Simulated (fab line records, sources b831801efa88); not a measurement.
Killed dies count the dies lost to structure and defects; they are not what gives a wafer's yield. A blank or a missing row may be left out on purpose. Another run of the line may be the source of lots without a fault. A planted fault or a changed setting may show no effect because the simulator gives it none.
Chamber matching :: flow sky130 :: cmp-01 running SKY_VIA2_CMP_24: 4 sister chambers
The step polishes, stops on SiO2, t overpolish 20 s, target thk 0 nm. 4 wafers are shown with their chamber, then 7 later ones without.

WAFERS, EACH WITH ITS CHAMBER
wafer: L932.3
chamber: 0
motor current A (A): 12.2

wafer: L932.6
chamber: 2
motor current A (A): 10.2

wafer: L933.3
chamber: 3
motor current A (A): 9.6

wafer: L933.4
chamber: 1
motor current A (A): 10.2

WAFERS WHOSE CHAMBER IS MISSING
wafer: L933.6
motor current A (A): 12.4

wafer: L938.1
motor current A (A): 12.1

wafer: L938.4
motor current A (A): 9.4

wafer: L938.5
motor current A (A): 10.4

wafer: L944.2
motor current A (A): 10.4

wafer: L944.3
motor current A (A): 12.3

wafer: L944.6
motor current A (A): 12.3

THE CHAMBER EACH PASSED THROUGH
wafer: L933.6
from the rows above: 0
in truth: 0

wafer: L938.1
from the rows above: 0
in truth: 0

wafer: L938.4
from the rows above: 3
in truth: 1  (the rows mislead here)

wafer: L938.5
from the rows above: can't be placed: 1 or 2
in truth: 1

wafer: L944.2
from the rows above: can't be placed: 1 or 2
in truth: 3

wafer: L944.3
from the rows above: 0
in truth: 0

wafer: L944.6
from the rows above: 0
in truth: 0
4 of 7 placed correctly. From these rows, 2 cannot be placed; in 1 the true chamber is one of the candidates. Placed wrongly: 1.
How it was worked out, from the rows above alone: a wafer's distance from a chamber is the root of the sum, over the readings, of the square of ((its reading less the chamber's mean) divided by the reading's scatter). The wafer belongs to the nearest chamber; if the next one is less than 2 further off, it can't be placed. A chamber's mean is the mean of its shown wafers. The scatter: root of mean squared gap, hidden wafer to nearest shown wafer, with one shown wafer a chamber.
